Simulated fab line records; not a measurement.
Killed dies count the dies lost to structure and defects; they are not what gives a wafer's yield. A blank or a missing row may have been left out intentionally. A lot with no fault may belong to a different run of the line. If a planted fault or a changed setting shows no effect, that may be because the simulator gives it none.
fab line records -- flow sky130
[record] lots = 13, wafers = 39, last_day = 50
route steps=708 shown CONTACT@422 METAL4@630 VIA4@650 PAD_OPEN@702
lots untouched by any fault: they come from a run of this same line in which no faults occurred
start_h: hours from the record's opening day to when the first of the lot's shown wafers began -- wait_h: hours elapsed since this lot's preceding step -- " identical to the entry in the row above -- L1.1+2: a single row standing in for several wafers -- - no value, or no start was given -- * or withheld: withheld -- < > ~ a bound
route shown NAME@n: a module of which the file shows steps, and the number in the route of the first -- usual: average and standard deviation across the fault-free wafers -- same: alike in all rows -- chamber/n: place in a boat -- sites: readings site by site -- _std_site: the values' standard deviation -- _edge_site: the outer-site mean with the inner-site mean subtracted -- radius_mm: for every site, how far away it sits from the centre of the wafer -- mask NAME#n: copy n -- behind: the most recent tool/chamber to have shaped the wafer -- hold: why the lot was held/for how many hours/how that ended -- device: transistor that didn't switch, given as n, p or np -- end of line: tests of these same wafers at the route's end -- where a step has no rows: the recipe by itself -- killed: count of dies lost to structure and defects at first sort (not the wafer's yield) -- map: per-die view of a wafer (x killed, . not killed, _ where there is no die)
set.NAME: the setting that was run; set.NAME@STEP: the one run at that earlier step -- model.NAME: the simulator's own value behind a step, which no gauge read
one table for each step of the route and one row for each wafer, over a sample of lots
services: the hour from which a tool's chamber was out of use, counted from the record's first day as start_h (under 0 if before that day), plus the number of hours and why
[[steps]]
[step SKY_CONTACT_ETCH_16]
[recipe] chemistry = N2/H2, target = BARC, ion_energy_ev = 200, source_w = 500, bias_w = 100, pressure_mtorr = 30, n2_flow_sccm = 100, h2_flow_sccm = 200, stop_on = SiO2, time_s = 45.9, target_depth_a = 600
[usual] drypump_motor_current_A = 5.7/0.49, oes_product_au = 0.854/0.0049, throttle_valve_pct = 13.225/0.0099
lot.wafer,tool,chamber,start_h,wait_h,drypump_motor_current_A,oes_product_au,rf_hours_counter_h,throttle_valve_pct
L839.2,rie_diel-04,1,728.03,0.0,6.8,0.851,11,13.219
L839.3,rie_diel-04,0,728.03,0.0,5.1,0.851,23,13.227
L839.6,rie_diel-04,2,728.03,0.0,5.7,0.851,-,13.228
L840.1,rie_diel-03,0,740.55,0.0,4.9,0.848,7,13.226
L840.3,rie_diel-03,2,740.55,0.0,6.1,0.859,11,13.216
L840.6,rie_diel-03,2,740.55,0.0,6.1,0.858,-,13.233
L842.1,rie_diel-02,2,764.63,0.0,5.5,0.851,1,13.207
L842.4,rie_diel-02,3,764.63,0.0,5.8,0.862,9,13.233
L842.5,rie_diel-02,2,764.63,0.0,5.5,0.847,-,13.241
L843.3,rie_diel-04,2,769.08,0.0,5.7,0.850,14,13.225
L843.4,rie_diel-04,1,769.08,0.0,6.8,0.864,12,13.222
L843.6,rie_diel-04,3,769.08,0.0,5.8,0.848,-,13.222
L844.1,rie_diel-02,2,774.03,0.0,5.5,0.845,1,13.222
L844.5,rie_diel-02,0,774.03,0.0,5.8,0.857,-,13.242
L844.6,rie_diel-02,1,774.03,0.0,6.0,0.859,-,13.225
L846.1,rie_diel-02,1,790.14,0.0,6.0,0.847,5,13.214
L846.2,rie_diel-02,0,790.14,0.0,5.8,0.855,5,13.221
L846.5,rie_diel-02,1,790.14,0.0,6.0,0.854,-,13.241
L847.1,rie_diel-02,3,795.29,0.0,5.8,0.854,10,13.225
L847.2,rie_diel-02,2,795.29,0.0,5.5,0.843,2,13.221
L847.3,rie_diel-02,0,795.29,0.0,5.8,0.849,6,13.201
L848.2,rie_diel-03,2,804.73,0.0,6.1,0.854,14,13.220
L848.4,rie_diel-03,1,804.73,0.0,4.9,0.858,5,13.224
L848.6,rie_diel-03,0,804.73,0.0,4.9,0.857,-,13.244
L852.2,rie_diel-02,3,837.49,0.0,5.8,0.856,11,13.227
L852.4,rie_diel-02,0,837.49,0.0,5.8,0.854,7,13.230
L852.6,rie_diel-02,0,837.49,0.0,5.7,0.859,-,13.225
L855.1,rie_diel-03,1,871.28,0.0,4.9,0.855,8,13.234
L855.3,rie_diel-03,0,871.28,0.0,4.9,0.850,12,13.238
L855.5,rie_diel-03,1,871.28,0.0,4.9,0.860,-,13.222
L859.3,rie_diel-02,3,892.00,0.0,5.8,0.857,13,13.224
L859.4,rie_diel-02,2,892.00,0.0,5.5,0.854,5,13.211
L859.6,rie_diel-02,3,892.00,0.0,5.8,0.855,-,13.222
L860.2,rie_diel-04,1,900.73,0.0,6.8,0.845,16,13.228
L860.3,rie_diel-04,0,900.73,0.0,5.0,0.856,28,13.210
L860.5,rie_diel-04,0,900.73,0.0,5.1,0.851,-,13.233
L861.2,rie_diel-03,3,902.25,0.0,5.7,0.847,10,13.234
L861.3,rie_diel-03,2,902.25,0.0,6.1,0.851,17,13.232
L861.5,rie_diel-03,0,902.25,0.0,4.9,0.856,-,13.212
[step SKY_METAL4_OVL_MEAS_14]
[usual] METAL4_OVL = -3/6.3
lot.wafer,tool,chamber,start_h,wait_h,METAL4_OVL[nm]
L839.2,overlay-01,-,974.34,0.1,-6
L839.3,overlay-01,-,974.34,0.1,-3
L839.6,overlay-01,-,974.34,0.1,-6
L840.1,overlay-01,-,985.96,0.1,-10
L840.3,overlay-01,-,985.96,0.1,-6
L840.6,overlay-01,-,985.96,0.1,-2
L842.1,overlay-01,-,1005.69,0.1,1
L842.4,overlay-01,-,1005.69,0.1,-16
L842.5,overlay-01,-,1005.69,0.1,-7
L843.3,overlay-01,-,1010.90,0.1,2
L843.4,overlay-01,-,1010.90,0.1,-2
L843.6,overlay-01,-,1010.90,0.1,-1
L844.1,overlay-02,-,1014.59,0.1,2
L844.5,overlay-02,-,1014.59,0.1,14
L844.6,overlay-02,-,1014.59,0.1,-4
L846.1,overlay-01,-,1029.94,0.1,-1
L846.2,overlay-01,-,1029.94,0.1,-8
L846.5,overlay-01,-,1029.94,0.1,-4
L847.1,overlay-01,-,1030.89,0.1,-1
L847.2,overlay-01,-,1030.89,0.1,6
L847.3,overlay-01,-,1030.89,0.1,0
L848.2,overlay-02,-,1040.36,0.1,-10
L848.4,overlay-02,-,1040.36,0.1,-10
L848.6,overlay-02,-,1040.36,0.1,-2
L852.2,overlay-02,-,1066.95,0.1,-3
L852.4,overlay-02,-,1066.95,0.1,-7
L852.6,overlay-02,-,1066.95,0.1,0
L855.1,overlay-01,-,1093.69,0.1,4
L855.3,overlay-01,-,1093.69,0.1,-6
L855.5,overlay-01,-,1093.69,0.1,2
L859.3,overlay-01,-,1111.35,0.1,-2
L859.4,overlay-01,-,1111.35,0.1,0
L859.6,overlay-01,-,1111.35,0.1,7
L860.2,overlay-02,-,1116.80,0.1,-7
L860.3,overlay-02,-,1116.80,0.1,-12
L860.5,overlay-02,-,1116.80,0.1,-7
L861.2,overlay-02,-,1118.64,0.1,-1
L861.3,overlay-02,-,1118.64,0.1,-7
L861.5,overlay-02,-,1118.64,0.1,-5
[step SKY_VIA4_OVL_MEAS_11]
[usual] VIA4_OVL = -0.4/1.4
lot.wafer,tool,chamber,start_h,wait_h,VIA4_OVL[nm]
L839.2,overlay-01,-,999.40,0.1,1.7
L839.3,overlay-01,-,999.40,0.1,1.4
L839.6,overlay-01,-,999.40,0.1,1.8
L840.1,overlay-02,-,1010.74,0.1,-0.5
L840.3,overlay-02,-,1010.74,0.1,-0.6
L840.6,overlay-02,-,1010.74,0.1,-1.9
L842.1,overlay-01,-,1029.75,0.1,1.8
L842.4,overlay-01,-,1029.75,0.1,1.2
L842.5,overlay-01,-,1029.75,0.1,-0.2
L843.3,overlay-01,-,1034.56,0.1,-1.1
L843.4,overlay-01,-,1034.56,0.1,0.2
L843.6,overlay-01,-,1034.56,0.1,-1.7
L844.1,overlay-02,-,1037.42,0.1,2.3
L844.5,overlay-02,-,1037.42,0.1,1.3
L844.6,overlay-02,-,1037.42,0.1,0.9
L846.1,overlay-02,-,1053.42,0.1,-2.0
L846.2,overlay-02,-,1053.42,0.1,0.3
L846.5,overlay-02,-,1053.42,0.1,-1.2
L847.1,overlay-01,-,1054.70,0.1,1.2
L847.2,overlay-01,-,1054.70,0.1,0.8
L847.3,overlay-01,-,1054.70,0.1,1.4
L848.2,overlay-02,-,1063.89,0.1,-0.4
L848.4,overlay-02,-,1063.89,0.1,-1.2
L848.6,overlay-02,-,1063.89,0.1,-0.2
L852.2,overlay-02,-,1089.09,0.1,0.9
L852.4,overlay-02,-,1089.09,0.1,1.5
L852.6,overlay-02,-,1089.09,0.1,1.2
L855.1,overlay-02,-,1114.92,0.1,1.0
L855.3,overlay-02,-,1114.92,0.1,0.2
L855.5,overlay-02,-,1114.92,0.1,-0.4
L859.3,overlay-02,-,1132.06,0.1,-0.1
L859.4,overlay-02,-,1132.06,0.1,-0.2
L859.6,overlay-02,-,1132.06,0.1,-3.6
L860.2,overlay-02,-,1137.49,0.1,0.5
L860.3,overlay-02,-,1137.49,0.1,1.3
L860.5,overlay-02,-,1137.49,0.1,0.7
L861.2,overlay-02,-,1139.26,0.1,0.9
L861.3,overlay-02,-,1139.26,0.1,0.1
L861.5,overlay-02,-,1139.26,0.1,-0.4
[step SKY_PAD_OPEN_STRIP_08]
[recipe] chemistry = O2/N2, power_w = 1400, pressure_mtorr = 1500, platen_temp_c = withheld, overash_fraction = 0.7, o2_flow_sccm = 3000, n2_flow_sccm = 300
[usual] drypump_motor_current_A = 5.6/0.52, o2_flow_sccm = 3001/9.5, oes_product_au = 0.663/0.0047, strip_time_to_endpoint_s = 37.11/0.12
lot.wafer,tool,chamber,start_h,wait_h,drypump_motor_current_A,o2_flow_sccm,oes_product_au,rf_hours_counter_h,strip_time_to_endpoint_s
L839.2,plasma_asher-01,1,1069.24,0.1,5.4,2995,0.659,35,37.00
L839.3,plasma_asher-01,0,1069.24,0.1,6.1,3003,0.670,-,37.04
L839.6,plasma_asher-01,0,1069.24,0.1,6.1,3021,0.666,-,37.06
L840.1,plasma_asher-01,0,1078.37,0.1,6.1,2990,0.656,35,37.19
L840.3,plasma_asher-01,0,1078.37,0.1,6.1,3005,0.664,-,37.17
L840.6,plasma_asher-01,0,1078.37,0.1,6.1,2994,0.664,-,37.22
L842.1,plasma_asher-02,1,1095.59,0.1,6.3,2998,0.664,72,37.30
L842.4,plasma_asher-02,1,1095.59,0.1,6.3,3019,0.661,-,37.22
L842.5,plasma_asher-02,1,1095.59,0.1,6.3,3002,0.659,-,37.22
L843.3,plasma_asher-04,0,1102.08,0.1,5.1,2999,0.666,-,37.14
L843.4,plasma_asher-04,1,1102.08,0.1,5.1,3004,0.670,-,37.28
L843.6,plasma_asher-04,0,1102.08,0.1,5.1,2989,0.666,-,37.18
L844.1,plasma_asher-04,0,1103.13,0.1,5.2,3019,0.663,83,37.22
L844.5,plasma_asher-04,0,1103.13,0.1,5.1,2992,0.665,-,37.05
L844.6,plasma_asher-04,1,1103.13,0.1,5.1,2998,0.665,-,37.28
L846.1,plasma_asher-04,0,1117.62,0.1,5.1,3005,0.668,84,37.22
L846.2,plasma_asher-04,1,1117.62,0.1,5.1,3009,0.661,84,37.29
L846.5,plasma_asher-04,0,1117.62,0.1,5.2,2988,0.670,-,37.19
L847.1,plasma_asher-04,0,1119.19,0.1,5.1,3017,0.666,85,37.34
L847.2,plasma_asher-04,1,1119.19,0.1,5.1,3003,0.661,85,37.35
L847.3,plasma_asher-04,1,1119.19,0.1,5.1,3002,0.663,-,37.50
L848.2,plasma_asher-01,1,1127.69,0.1,5.4,2981,0.664,40,37.03
L848.4,plasma_asher-01,1,1127.69,0.1,5.4,2968,0.664,-,36.87
L848.6,plasma_asher-01,1,1127.69,0.1,5.4,2990,0.663,-,36.93
L852.2,plasma_asher-04,1,1150.03,0.1,5.1,3002,0.661,87,37.09
L852.4,plasma_asher-04,0,1150.03,0.1,5.1,3000,0.660,-,37.08
L852.6,plasma_asher-04,0,1150.03,0.1,5.1,3003,0.656,-,36.96
L855.1,plasma_asher-02,0,1173.34,0.1,6.4,3001,0.668,79,37.06
L855.3,plasma_asher-02,0,1173.34,0.1,6.4,3013,0.657,-,36.97
L855.5,plasma_asher-02,1,1173.34,0.1,6.3,2994,0.659,-,37.04
L859.3,plasma_asher-04,1,1188.13,0.1,5.1,3015,0.662,-,37.15
L859.4,plasma_asher-04,0,1188.13,0.1,5.1,3000,0.667,-,37.10
L859.6,plasma_asher-04,1,1188.13,0.1,5.1,2994,0.659,-,37.02
L860.2,plasma_asher-01,0,1191.73,0.1,6.1,3007,0.669,46,37.35
L860.3,plasma_asher-01,1,1191.73,0.1,5.4,3000,0.668,-,37.15
L860.5,plasma_asher-01,1,1191.73,0.1,5.4,2993,0.664,-,37.31
L861.2,plasma_asher-01,1,1195.04,0.1,5.4,2996,0.662,47,37.00
L861.3,plasma_asher-01,0,1195.04,0.1,6.1,3005,0.669,-,36.98
L861.5,plasma_asher-01,0,1195.04,0.1,6.1,3003,0.663,-,36.96
[step SKY_PAD_OPEN_PROBE_99]
[usual] killed_at_M0_to_M3 = 43/7.4, killed_at_M4_up = 3.1/1.9, killed_at_contacts = 25/5.4, killed_at_front_end = 15/4.3, killed_at_other = 0.3/0.54, killed_dies = 86/10, killed_open = 46/7.4, killed_short = 40/7
[same] gross_dies = 492, killed_at_back_side = 0
lot.wafer,tool,chamber,start_h,wait_h,killed_at_M0_to_M3,killed_at_M4_up,killed_at_contacts,killed_at_front_end,killed_at_other,killed_dies,killed_open,killed_short
L847.1,prober-01,-,1121.42,0.1,38,8,26,11,0,83,44,39
L847.2,prober-01,-,1121.47,0.1,50,4,23,17,0,94,44,50
L847.3,prober-01,-,1121.52,0.2,36,3,20,11,0,70,45,24
L855.1,prober-01,-,1175.56,0.1,37,4,59,12,0,112,42,31
L855.3,prober-01,-,1175.66,0.2,39,1,26,15,0,81,42,38
L855.5,prober-01,-,1175.76,0.2,26,1,60,17,0,104,32,27
// killed by level:class
L847.1 LI_CONTACT:geometric_particle:open=9 VIA1:geometric_particle:open=7 VIA3:geometric_particle:open=7 METAL1:geometric_particle:short=6 VIA2:geometric_particle:open=6 METAL4:geometric_particle:short=5 CONTACT:geometric_particle:open=5 LI_CONTACT:geometric_particle:short=4
L847.2 VIA1:geometric_particle:open=11 FIELD_ISO:geometric_particle:short=9 CONTACT:geometric_particle:open=7 VIA1:geometric_particle:short=7 METAL2:geometric_particle:short=6 METAL1:geometric_particle:short=6 VIA2:geometric_particle:open=6 LOCAL_INTERCONNECT:geometric_particle:short=5
L847.3 VIA1:geometric_particle:open=12 LI_CONTACT:geometric_particle:open=7 CONTACT:geometric_particle:open=7 VIA1:geometric_particle:short=5 METAL2:geometric_particle:short=4 VIA3:geometric_particle:open=4 FIELD_ISO:geometric_particle:open=3 VIA2:geometric_particle:open=3
L855.1 CONTACT:unspecified=39 CONTACT:geometric_particle:open=10 VIA1:geometric_particle:open=10 METAL2:geometric_particle:short=9 POLY_GATE:geometric_particle:open=5 VIA3:geometric_particle:open=5 VIA1:geometric_particle:short=5 METAL4:geometric_particle:short=4
L855.3 VIA1:geometric_particle:open=13 CONTACT:geometric_particle:short=7 LI_CONTACT:geometric_particle:open=7 FIELD_ISO:geometric_particle:open=6 METAL1:geometric_particle:short=6 CONTACT:geometric_particle:open=5 METAL2:geometric_particle:short=5 LOCAL_INTERCONNECT:geometric_particle:short=4
L855.5 CONTACT:unspecified=43 CONTACT:geometric_particle:open=5 VIA2:geometric_particle:open=5 FIELD_ISO:geometric_particle:short=4 LI_CONTACT:geometric_particle:open=4 VIA1:geometric_particle:open=4 POLY_GATE:geometric_particle:short=3 CONTACT:geometric_particle:short=3
[[services]]
tool,chamber,start_h,hours,kind
rie_diel-03,1,709.06,4.1,repair
plasma_asher-01,-,733.75,9.0,pm
rie_diel-03,1,736.56,24.3,repair
plasma_asher-04,-,798.49,77.9,repair
rie_diel-03,3,812.76,7.1,repair
rie_diel-03,-,823.39,0.6,repair
plasma_asher-04,-,845.96,0.9,repair
plasma_asher-04,-,876.39,15.6,pm
plasma_asher-04,-,882.91,26.0,repair
plasma_asher-04,-,944.23,0.4,repair
rie_diel-02,0,950.75,7.5,repair
rie_diel-02,3,959.75,7.5,repair
plasma_asher-01,-,960.59,14.3,repair
rie_diel-02,0,961.73,7.6,repair
rie_diel-02,-,970.00,2.8,pm
rie_diel-02,1,984.71,122.1,repair
rie_diel-02,2,1012.39,7.3,repair
rie_diel-02,0,1016.00,9.5,repair
rie_diel-02,-,1039.46,0.7,repair
plasma_asher-01,-,1047.98,6.6,repair
plasma_asher-04,-,1070.27,0.7,repair
plasma_asher-04,-,1088.34,2.3,repair
plasma_asher-04,-,1132.31,2.0,repair
rie_diel-02,0,1159.77,3.3,repair
[[key]]
[first_sign] step = SKY_PAD_OPEN_PROBE_99, reading = killed_at_contacts, direction = up, sigmas = 6.5, usual = 25, struck = 60
effect none on later readings
met_at SKY_CONTACT_ETCH_16
struck_lots L855
struck_wafers L855.1,L855.5
tester_left_out L855
not_acting_at SKY_METAL4_OVL_MEAS_14,SKY_VIA4_OVL_MEAS_11,SKY_PAD_OPEN_STRIP_08
onset_between 804.73 871.28
[fault] kind = chamber_particle_source, tool = rie_diel-03, chamber = 1, onset_h = 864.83, steps = SKY_CONTACT_ETCH_16, rate_per_visit_cm2 = 0.48511, end_h = 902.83
// tester_left_out: of these lots the tester's yield and bins aren't shown, on N5 and GAA mostly nor the transistor test; their killed dies are dies lost to structure and defects alone, not to doping, threshold or leakage, so they don't give the yield
